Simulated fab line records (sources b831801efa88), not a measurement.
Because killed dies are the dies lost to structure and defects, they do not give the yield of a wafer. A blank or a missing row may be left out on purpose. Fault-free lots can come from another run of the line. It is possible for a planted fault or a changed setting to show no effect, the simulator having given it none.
Struck lot and sound lot, side by side -- flow sky130 -- 15 out of 708 route steps
Sound: these wafers, L441.1, L441.3, L441.4. Struck: wafers L454.3, L454.4, L454.6. Last of all comes the cause.
At each step with rows: each side's tool, then ch and its chambers, then its first start. Under that, the readings that differ: sound wafers -- struck wafers -- difference of the means -- sigmas: that difference in standard deviations of wafers without a fault.
alike: words and numbers the same on both sides, and readings whose means are apart by under 2 such deviations; not compared: readings that were withheld, readings missing a value for some wafer, numbers with overlapping values and no deviation given by the record, and bounds like >300 which may hide the same value.
A row with sigmas, a row that says differs or no value, or rows on one side alone: a step with any of these is where the two part. When numbers do not overlap yet have no deviation, they are printed without sigmas and do not part them. Lack of a reading on every wafer of one side parts them only where that side has two or more wafers.

SKY_POLY_GATE_THK_MEAS_21:
  sound on film-metro-03 at day 18 03:48; struck on film-metro-02 at day 23 09:28
  alike: POLY_GATE_OXIDATION_THK
SKY_POLY_GATE_CD_MEAS_22:
  sound on cd-sem-01 at day 18 03:52; struck on cd-sem-02 at day 23 09:34
  alike: cd-nm
then, 7 steps without rows for these wafers: SKY_LDD_N_DEHYDRATE_00 (time 60 s); SKY_LDD_N_HMDS_01 (prime time 60 s); SKY_LDD_N_COAT_02 (resist thk 300 nm); SKY_LDD_N_SOFTBAKE_03 (time 60 s); SKY_LDD_N_EXPOSE_04 (exposes mask NTM, target cd 840 nm); SKY_LDD_N_PEB_05; SKY_LDD_N_DEVELOP_06 (develop time 60 s).
SKY_LDD_N_OVL_MEAS_07:
  sound on overlay-02 at day 19 09:47; struck on overlay-02 at day 24 15:17
  alike: LDD_N_OVL
then, 2 steps without rows for these wafers: SKY_LDD_N_IMPLANT_08; SKY_LDD_N_IMPLANT_09.
SKY_LDD_N_IMPLANT_10:
  sound on implanter-01 ch 0, day 19 10:07; struck on implanter-01 ch 0, day 24 15:40
reading,sound,struck,difference,sigmas
rotation-deg (degrees),202.98 202.95 203.02,275.54 275.61 275.61,+72.60,+99 or more
  alike: end-station-pressure-torr
then, 1 step without rows for these wafers: SKY_LDD_N_IMPLANT_11.
SKY_PAD_OPEN_PROBE_99:
  rows exist in the record for the sound wafers here (prober-02, day 46 23:26), none for the struck ones

## WHERE THEY PART
Earliest at SKY_LDD_N_IMPLANT_10; latest, in this record, at SKY_PAD_OPEN_PROBE_99.

WHY: whatever the simulator had introduced
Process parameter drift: implanter-01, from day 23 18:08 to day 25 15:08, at SKY_LDD_N_IMPLANT_10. Setting rotation-deg, moved by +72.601, from 203. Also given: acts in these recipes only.
